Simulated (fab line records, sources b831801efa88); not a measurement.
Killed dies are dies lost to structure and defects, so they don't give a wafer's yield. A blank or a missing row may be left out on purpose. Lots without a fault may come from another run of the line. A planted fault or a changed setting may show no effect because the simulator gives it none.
Which tool did it? | flow sky130 | 24 lots, 72 wafers sampled, at 6 steps of a route of 708

WHAT THE GAUGES READ, wafer by wafer
The record holds no reading of a measuring or inspecting step that can be judged against a usual standard deviation.

WHICH TOOL RAN EACH LOT (tool, then ch and the chambers of the sampled wafers, then the start)
lot  | SKY_VIA1_ETCH_14                   | SKY_METAL2_SPUTTER_02        | SKY_METAL3_SPUTTER_02        | SKY_METAL3_STRIP_19                  | SKY_VIA3_STRIP_16                    | SKY_METAL4_SPUTTER_01
L074 | rie_diel-03 ch 0,1,2, day 35 15:04 | pvd_sputter-03, day 35 16:28 | pvd_sputter-01, day 38 00:59 | plasma_asher-02 ch 0,1, day 40 05:16 | plasma_asher-03 ch 0,1, day 41 08:02 | pvd_sputter-02, day 41 09:21
L075 | rie_diel-03 ch 0,1,2, day 35 22:43 | pvd_sputter-03, day 36 00:04 | pvd_sputter-02, day 38 08:53 | plasma_asher-03 ch 0,1, day 40 14:19 | plasma_asher-04 ch 0,1, day 41 17:16 | pvd_sputter-04, day 41 18:45
L076 | rie_diel-02 ch 1,2,3, day 36 01:10 | pvd_sputter-03, day 36 02:37 | pvd_sputter-03, day 38 11:16 | plasma_asher-03 ch 0,1, day 40 16:11 | plasma_asher-03 ch 0,1, day 41 19:25 | pvd_sputter-03, day 41 20:41
L077 | rie_diel-03 ch 0,3, day 37 02:28   | pvd_sputter-04, day 37 04:14 | pvd_sputter-01, day 39 12:14 | plasma_asher-02 ch 0,1, day 41 17:10 | plasma_asher-04 ch 0,1, day 42 19:29 | pvd_sputter-03, day 42 20:47
L078 | rie_diel-02 ch 0,1,3, day 37 06:09 | pvd_sputter-04, day 37 08:00 | pvd_sputter-02, day 39 16:01 | plasma_asher-02 ch 0,1, day 41 19:47 | plasma_asher-04 ch 0,1, day 42 21:56 | pvd_sputter-04, day 42 23:12
L079 | rie_diel-02 ch 0,1,3, day 37 08:28 | pvd_sputter-01, day 37 09:49 | pvd_sputter-01, day 39 18:22 | plasma_asher-02 ch 1, day 41 22:23   | plasma_asher-04 ch 0, day 43 01:05   | pvd_sputter-04, day 43 02:32
L080 | rie_diel-03 ch 2,3, day 37 11:34   | pvd_sputter-03, day 37 12:58 | pvd_sputter-03, day 39 21:46 | plasma_asher-02 ch 0,1, day 42 02:05 | plasma_asher-03 ch 0,1, day 43 03:55 | pvd_sputter-03, day 43 05:37
L081 | rie_diel-01 ch 0,3, day 38 02:16   | pvd_sputter-03, day 38 03:40 | pvd_sputter-01, day 40 10:45 | plasma_asher-01 ch 0, day 42 14:17   | plasma_asher-02 ch 0,1, day 43 16:01 | pvd_sputter-04, day 43 17:31
L082 | rie_diel-02 ch 2,3, day 38 09:34   | pvd_sputter-01, day 38 10:56 | pvd_sputter-02, day 40 18:01 | plasma_asher-02 ch 0, day 42 21:20   | plasma_asher-04 ch 0,1, day 43 23:49 | pvd_sputter-03, day 44 01:14
L083 | rie_diel-03 ch 1,3, day 38 12:29   | pvd_sputter-03, day 38 13:51 | pvd_sputter-02, day 40 21:02 | plasma_asher-03 ch 0,1, day 43 01:11 | plasma_asher-03 ch 0,1, day 44 02:52 | pvd_sputter-04, day 44 04:14
L084 | rie_diel-01 ch 1,2,3, day 38 23:47 | pvd_sputter-01, day 39 01:09 | pvd_sputter-02, day 41 06:59 | plasma_asher-01 ch 0,1, day 43 09:07 | plasma_asher-03 ch 0,1, day 44 10:31 | pvd_sputter-02, day 44 11:47
L085 | rie_diel-01 ch 0,3, day 39 09:10   | pvd_sputter-03, day 39 10:38 | pvd_sputter-03, day 41 17:20 | plasma_asher-02 ch 0, day 43 20:41   | plasma_asher-03 ch 0, day 44 21:34   | pvd_sputter-03, day 44 22:52
L086 | rie_diel-01 ch 0,1, day 39 17:04   | pvd_sputter-04, day 39 18:25 | pvd_sputter-01, day 42 00:25 | plasma_asher-02 ch 0, day 44 02:44   | plasma_asher-02 ch 0,1, day 45 03:49 | pvd_sputter-02, day 45 05:11
L088 | rie_diel-03 ch 0,2,3, day 39 20:49 | pvd_sputter-01, day 39 22:10 | pvd_sputter-02, day 42 04:34 | plasma_asher-03 ch 0,1, day 44 06:37 | plasma_asher-04 ch 0,1, day 45 07:17 | pvd_sputter-03, day 45 09:02
L087 | rie_diel-02 ch 1,2,3, day 40 01:04 | pvd_sputter-04, day 40 03:05 | pvd_sputter-02, day 42 07:38 | plasma_asher-03 ch 0,1, day 44 09:25 | plasma_asher-03 ch 0,1, day 45 08:47 | pvd_sputter-04, day 45 10:06
L089 | rie_diel-02 ch 2,3, day 40 03:56   | pvd_sputter-03, day 40 05:18 | pvd_sputter-01, day 42 10:57 | plasma_asher-03 ch 0,1, day 44 11:35 | plasma_asher-03 ch 0,1, day 45 12:07 | pvd_sputter-02, day 45 13:23
L090 | rie_diel-01 ch 0,3, day 40 13:20   | pvd_sputter-04, day 40 14:44 | pvd_sputter-02, day 42 21:20 | plasma_asher-01 ch 0,1, day 44 22:28 | plasma_asher-04 ch 0,1, day 45 22:34 | pvd_sputter-03, day 45 23:53
L091 | rie_diel-03 ch 1,3, day 40 17:01   | pvd_sputter-03, day 40 18:23 | pvd_sputter-03, day 42 23:35 | plasma_asher-01 ch 0,1, day 45 00:08 | plasma_asher-04 ch 1, day 46 00:01   | pvd_sputter-04, day 46 01:25
L092 | rie_diel-02 ch 0,1,3, day 40 22:19 | pvd_sputter-04, day 40 23:40 | pvd_sputter-03, day 43 04:49 | plasma_asher-01 ch 0,1, day 45 05:40 | plasma_asher-02 ch 0,1, day 46 05:39 | pvd_sputter-03, day 46 06:56
L093 | rie_diel-02 ch 0,2,3, day 41 04:58 | pvd_sputter-01, day 41 06:25 | pvd_sputter-02, day 43 11:42 | plasma_asher-02 ch 0,1, day 45 09:46 | plasma_asher-02 ch 0,1, day 46 09:28 | pvd_sputter-02, day 46 10:44
L094 | rie_diel-03 ch 0,2,3, day 41 09:41 | pvd_sputter-03, day 41 11:04 | pvd_sputter-03, day 43 16:18 | plasma_asher-01 ch 0,1, day 45 16:11 | plasma_asher-03 ch 0,1, day 46 16:49 | pvd_sputter-04, day 46 18:06
L095 | rie_diel-03 ch 1,2,3, day 41 20:34 | pvd_sputter-01, day 41 21:56 | pvd_sputter-03, day 44 01:52 | plasma_asher-03 ch 0,1, day 46 01:50 | plasma_asher-02 ch 0,1, day 47 01:13 | pvd_sputter-04, day 47 02:41
L096 | rie_diel-01 ch 0,2, day 42 02:07   | pvd_sputter-04, day 42 03:28 | pvd_sputter-02, day 44 07:12 | plasma_asher-01 ch 0,1, day 46 05:47 | plasma_asher-04 ch 0,1, day 47 04:40 | pvd_sputter-02, day 47 05:56
L097 | rie_diel-01 ch 0,2,3, day 42 06:59 | pvd_sputter-03, day 42 08:21 | pvd_sputter-01, day 44 11:58 | plasma_asher-02 ch 0,1, day 46 10:53 | plasma_asher-04 ch 0,1, day 47 09:28 | pvd_sputter-03, day 47 10:52
- SKY_VIA1_ETCH_14: etches BARC in N2/H2, stops on SiO2, time 45.9 s, target depth 60 nm.
- SKY_METAL2_SPUTTER_02: material AlCu, target thk 250 nm, time 13.3 s.
- SKY_METAL3_SPUTTER_02: material AlCu, target thk 735 nm, time 39.1 s.
- SKY_METAL3_STRIP_19: strips in O2/N2.
- SKY_VIA3_STRIP_16: strips in O2/N2.
- SKY_METAL4_SPUTTER_01: material TiN, target thk 20 nm, time 16.7 s.

WHAT THE TOOLS THEMSELVES READ (means of the sampled wafers that have a number; where no wafer has one, the mark that the record gives instead)
SKY_VIA1_ETCH_14. Usual: drypump_motor_current_A 5.7 A, standard deviation 0.58; h2_flow_sccm 200.0 sccm, standard deviation 0.59; oes_product_au 0.855 a.u., standard deviation 0.0047; throttle_valve_pct 13.225 %, standard deviation 0.0084.
lot  | tool        | drypump_motor_current_A (A) | h2_flow_sccm (sccm) | oes_product_au (a.u.) | throttle_valve_pct (%) | flag
L074 | rie_diel-03 | 5.8                         | 200.7               | 0.856                 | 13.220                 |
L075 | rie_diel-03 | 5.8                         | 199.8               | 0.855                 | 13.227                 |
L076 | rie_diel-02 | 5.7                         | 199.8               | 0.853                 | 13.230                 |
L077 | rie_diel-03 | 5.8                         | 199.8               | 0.857                 | 13.215                 |
L078 | rie_diel-02 | 5.3                         | 199.9               | 0.855                 | 13.217                 |
L079 | rie_diel-02 | 5.3                         | 200.5               | 0.858                 | 13.233                 |
L080 | rie_diel-03 | 6.0                         | 200.1               | 0.854                 | 13.224                 |
L081 | rie_diel-01 | 5.8                         | 200.5               | 0.853                 | 13.225                 |
L082 | rie_diel-02 | 6.2                         | 200.2               | 0.853                 | 13.226                 |
L083 | rie_diel-03 | 6.4                         | 199.8               | 0.854                 | 13.221                 |
L084 | rie_diel-01 | 5.5                         | 199.9               | 0.861                 | 13.231                 |
L085 | rie_diel-01 | 5.8                         | 200.3               | 0.857                 | 13.223                 |
L086 | rie_diel-01 | 5.5                         | 199.9               | 0.853                 | 13.231                 |
L088 | rie_diel-03 | 5.7                         | 200.4               | 0.854                 | 13.226                 |
L087 | rie_diel-02 | 5.7                         | 199.7               | 0.848                 | 13.229                 |
L089 | rie_diel-02 | 6.1                         | 199.5               | 0.852                 | 13.223                 |
L090 | rie_diel-01 | 5.7                         | 199.1               | 0.856                 | 13.227                 |
L091 | rie_diel-03 | 6.5                         | 200.1               | 0.856                 | 13.229                 |
L092 | rie_diel-02 | 5.3                         | 200.1               | 0.857                 | 13.220                 |
L093 | rie_diel-02 | 5.8                         | 199.5               | 0.852                 | 13.228                 |
L094 | rie_diel-03 | 5.7                         | 199.9               | 0.850                 | 13.228                 |
L095 | rie_diel-03 | 6.3                         | 199.6               | 0.855                 | 13.234                 |
L096 | rie_diel-01 | 5.8                         | 199.6               | 0.855                 | 13.219                 |
L097 | rie_diel-01 | 5.7                         | 200.7               | 0.853                 | 13.225                 |

SKY_METAL2_SPUTTER_02. Usual: chamber_pressure_pa 0.3999 Pa, standard deviation 0.00068; throttle_valve_pct 30.3 %, standard deviation 1.1.
lot  | tool           | chamber_pressure_pa (Pa) | throttle_valve_pct (%) | flag
L074 | pvd_sputter-03 | 0.3999                   | 30.2                   |
L075 | pvd_sputter-03 | 0.4001                   | 30.7                   |
L076 | pvd_sputter-03 | 0.3998                   | 30.5                   |
L077 | pvd_sputter-04 | 0.3999                   | 30.9                   |
L078 | pvd_sputter-04 | 0.4002                   | 31.0                   |
L079 | pvd_sputter-01 | 0.4008                   | 29.7                   |
L080 | pvd_sputter-03 | 0.4002                   | 30.3                   |
L081 | pvd_sputter-03 | 0.4000                   | 30.7                   |
L082 | pvd_sputter-01 | 0.4001                   | 29.1                   |
L083 | pvd_sputter-03 | 0.3998                   | 30.3                   |
L084 | pvd_sputter-01 | 0.4001                   | 29.5                   |
L085 | pvd_sputter-03 | 0.4002                   | 29.8                   |
L086 | pvd_sputter-04 | 0.3990                   | 31.0                   |
L088 | pvd_sputter-01 | 0.4000                   | 29.7                   |
L087 | pvd_sputter-04 | 0.3997                   | 30.8                   |
L089 | pvd_sputter-03 | 0.4007                   | 30.6                   |
L090 | pvd_sputter-04 | 0.3994                   | 30.9                   |
L091 | pvd_sputter-03 | 0.3992                   | 30.3                   |
L092 | pvd_sputter-04 | 0.3993                   | 30.8                   |
L093 | pvd_sputter-01 | 0.3995                   | 29.4                   |
L094 | pvd_sputter-03 | 0.3993                   | 29.7                   |
L095 | pvd_sputter-01 | 0.3992                   | 30.1                   |
L096 | pvd_sputter-04 | 0.3993                   | 30.4                   |
L097 | pvd_sputter-03 | 0.4002                   | 30.5                   |

SKY_METAL3_SPUTTER_02. Usual: chamber_pressure_pa 0.4001 Pa, standard deviation 0.0008; throttle_valve_pct 30.2 %, standard deviation 1.1.
lot  | tool           | chamber_pressure_pa (Pa) | throttle_valve_pct (%) | flag
L074 | pvd_sputter-01 | 0.4009                   | 30.3                   |
L075 | pvd_sputter-02 | 0.3999                   | 30.3                   |
L076 | pvd_sputter-03 | 0.4006                   | 30.6                   |
L077 | pvd_sputter-01 | 0.4001                   | 29.4                   |
L078 | pvd_sputter-02 | 0.4001                   | 31.0                   |
L079 | pvd_sputter-01 | 0.4000                   | 29.7                   |
L080 | pvd_sputter-03 | 0.3999                   | 30.9                   |
L081 | pvd_sputter-01 | 0.4002                   | 29.6                   |
L082 | pvd_sputter-02 | 0.3998                   | 30.9                   |
L083 | pvd_sputter-02 | 0.4010                   | 30.7                   |
L084 | pvd_sputter-02 | 0.4001                   | 30.5                   |
L085 | pvd_sputter-03 | 0.4002                   | 29.8                   |
L086 | pvd_sputter-01 | 0.4004                   | 29.3                   |
L088 | pvd_sputter-02 | 0.3994                   | 30.3                   |
L087 | pvd_sputter-02 | 0.3997                   | 31.0                   |
L089 | pvd_sputter-01 | 0.4006                   | 30.5                   |
L090 | pvd_sputter-02 | 0.3998                   | 31.2                   |
L091 | pvd_sputter-03 | 0.4001                   | 30.3                   |
L092 | pvd_sputter-03 | 0.4001                   | 30.0                   |
L093 | pvd_sputter-02 | 0.3998                   | 30.3                   |
L094 | pvd_sputter-03 | 0.3998                   | 29.7                   |
L095 | pvd_sputter-03 | 0.4005                   | 30.6                   |
L096 | pvd_sputter-02 | 0.4002                   | 30.3                   |
L097 | pvd_sputter-01 | 0.4000                   | 29.7                   |

SKY_METAL3_STRIP_19. Usual: drypump_motor_current_A 5.8 A, standard deviation 0.73; oes_product_au 0.503 a.u., standard deviation 0.0062; strip_time_to_endpoint_s 6.57 s, standard deviation 0.098.
lot  | tool            | drypump_motor_current_A (A) | oes_product_au (a.u.) | strip_time_to_endpoint_s (s) | flag
L074 | plasma_asher-02 | 6.0                         | 0.500                 | 6.46                         |
L075 | plasma_asher-03 | 5.3                         | 0.499                 | 6.55                         |
L076 | plasma_asher-03 | 5.3                         | 0.514                 | 6.72                         |
L077 | plasma_asher-02 | 6.1                         | 0.504                 | 6.60                         |
L078 | plasma_asher-02 | 5.4                         | 0.506                 | 6.53                         |
L079 | plasma_asher-02 | 6.6                         | 0.500                 | 6.51                         |
L080 | plasma_asher-02 | 6.0                         | 0.506                 | 6.51                         |
L081 | plasma_asher-01 | 5.8                         | 0.504                 | 6.62                         |
L082 | plasma_asher-02 | 4.8                         | 0.502                 | 6.52                         |
L083 | plasma_asher-03 | 5.6                         | 0.507                 | 6.61                         |
L084 | plasma_asher-01 | 6.1                         | 0.507                 | 6.58                         |
L085 | plasma_asher-02 | 4.8                         | 0.503                 | 6.48                         |
L086 | plasma_asher-02 | 4.8                         | 0.502                 | 6.56                         |
L088 | plasma_asher-03 | 5.3                         | 0.510                 | 6.71                         |
L087 | plasma_asher-03 | 5.5                         | 0.501                 | 6.43                         |
L089 | plasma_asher-03 | 5.4                         | 0.503                 | 6.56                         |
L090 | plasma_asher-01 | 6.1                         | 0.499                 | 6.62                         |
L091 | plasma_asher-01 | 6.1                         | 0.509                 | 6.64                         |
L092 | plasma_asher-01 | 6.3                         | 0.505                 | 6.55                         |
L093 | plasma_asher-02 | 6.0                         | 0.505                 | 6.64                         |
L094 | plasma_asher-01 | 6.3                         | 0.499                 | 6.57                         |
L095 | plasma_asher-03 | 5.5                         | 0.504                 | 6.60                         |
L096 | plasma_asher-01 | 6.1                         | 0.507                 | 6.68                         |
L097 | plasma_asher-02 | 6.0                         | 0.506                 | 6.57                         |

SKY_VIA3_STRIP_16. Usual: drypump_motor_current_A 5.6 A, standard deviation 0.49; oes_product_au 0.402 a.u., standard deviation 0.0051; strip_time_to_endpoint_s 4.141 s, standard deviation 0.029.
lot  | tool            | drypump_motor_current_A (A) | oes_product_au (a.u.) | strip_time_to_endpoint_s (s) | flag
L074 | plasma_asher-03 | 5.5                         | 0.400                 | 4.131                        |
L075 | plasma_asher-04 | 5.5                         | 0.396                 | 4.120                        |
L076 | plasma_asher-03 | 5.3                         | 0.404                 | 4.129                        |
L077 | plasma_asher-04 | 5.7                         | 0.404                 | 4.141                        |
L078 | plasma_asher-04 | 5.5                         | 0.401                 | 4.130                        |
L079 | plasma_asher-04 | 5.8                         | 0.407                 | 4.163                        |
L080 | plasma_asher-03 | 5.3                         | 0.397                 | 4.151                        |
L081 | plasma_asher-02 | 5.4                         | 0.396                 | 4.077                        |
L082 | plasma_asher-04 | 5.5                         | 0.408                 | 4.175                        |
L083 | plasma_asher-03 | 5.3                         | 0.399                 | 4.136                        |
L084 | plasma_asher-03 | 5.5                         | 0.403                 | 4.142                        |
L085 | plasma_asher-03 | 5.8                         | 0.401                 | 4.138                        |
L086 | plasma_asher-02 | 6.0                         | 0.399                 | 4.089                        |
L088 | plasma_asher-04 | 5.5                         | 0.405                 | 4.121                        |
L087 | plasma_asher-03 | 5.6                         | 0.402                 | 4.148                        |
L089 | plasma_asher-03 | 5.5                         | 0.396                 | 4.147                        |
L090 | plasma_asher-04 | 5.7                         | 0.404                 | 4.116                        |
L091 | plasma_asher-04 | 5.4                         | 0.400                 | 4.124                        |
L092 | plasma_asher-02 | 5.4                         | 0.403                 | 4.155                        |
L093 | plasma_asher-02 | 6.1                         | 0.403                 | 4.176                        |
L094 | plasma_asher-03 | 5.5                         | 0.402                 | 4.176                        |
L095 | plasma_asher-02 | 5.4                         | 0.408                 | 4.159                        |
L096 | plasma_asher-04 | 5.5                         | 0.403                 | 4.097                        |
L097 | plasma_asher-04 | 5.7                         | 0.403                 | 4.182                        |

SKY_METAL4_SPUTTER_01. Usual: chamber_pressure_pa 0.3932 Pa, standard deviation 0.0008; throttle_valve_pct 30.6 %, standard deviation 0.8.
lot  | tool           | chamber_pressure_pa (Pa) | throttle_valve_pct (%) | flag
L074 | pvd_sputter-02 | 0.3931                   | 30.4                   |
L075 | pvd_sputter-04 | 0.3930                   | 30.7                   |
L076 | pvd_sputter-03 | 0.3933                   | 30.5                   |
L077 | pvd_sputter-03 | 0.3931                   | 31.2                   |
L078 | pvd_sputter-04 | 0.3933                   | 31.0                   |
L079 | pvd_sputter-04 | 0.3921                   | 30.7                   |
L080 | pvd_sputter-03 | 0.3929                   | 30.6                   |
L081 | pvd_sputter-04 | 0.3939                   | 30.7                   |
L082 | pvd_sputter-03 | 0.3943                   | 30.1                   |
L083 | pvd_sputter-04 | 0.3930                   | 30.8                   |
L084 | pvd_sputter-02 | 0.3936                   | 30.9                   |
L085 | pvd_sputter-03 | 0.3936                   | 29.8                   |
L086 | pvd_sputter-02 | 0.3927                   | 30.9                   |
L088 | pvd_sputter-03 | 0.3930                   | 31.4                   |
L087 | pvd_sputter-04 | 0.3937                   | 30.5                   |
L089 | pvd_sputter-02 | 0.3931                   | 30.2                   |
L090 | pvd_sputter-03 | 0.3936                   | 30.2                   |
L091 | pvd_sputter-04 | 0.3935                   | 30.7                   |
L092 | pvd_sputter-03 | 0.3939                   | 30.4                   |
L093 | pvd_sputter-02 | 0.3933                   | 31.4                   |
L094 | pvd_sputter-04 | 0.3923                   | 30.9                   |
L095 | pvd_sputter-04 | 0.3931                   | 30.6                   |
L096 | pvd_sputter-02 | 0.3930                   | 31.0                   |
L097 | pvd_sputter-03 | 0.3934                   | 30.7                   |

THE ANSWER, worked out from the rows above alone
Rule: a lot is off if the mean of its wafers that have a number lies more than 3 standard deviations from the usual mean. A lot without any number at a reading at which 4 lots or more have one is off too. The other lots that the step has rows for count as sound. The gauges are gone through in route order, then the tools' own readings, and for those a lot's mean is taken as printed above. The first step at which some lot is off is used, and at that step the reading that is off furthest; a lot without a number counts as furthest.
No lot is off at any reading shown: from this, nothing can be told.

WHAT THE SIMULATOR HAD PUT IN
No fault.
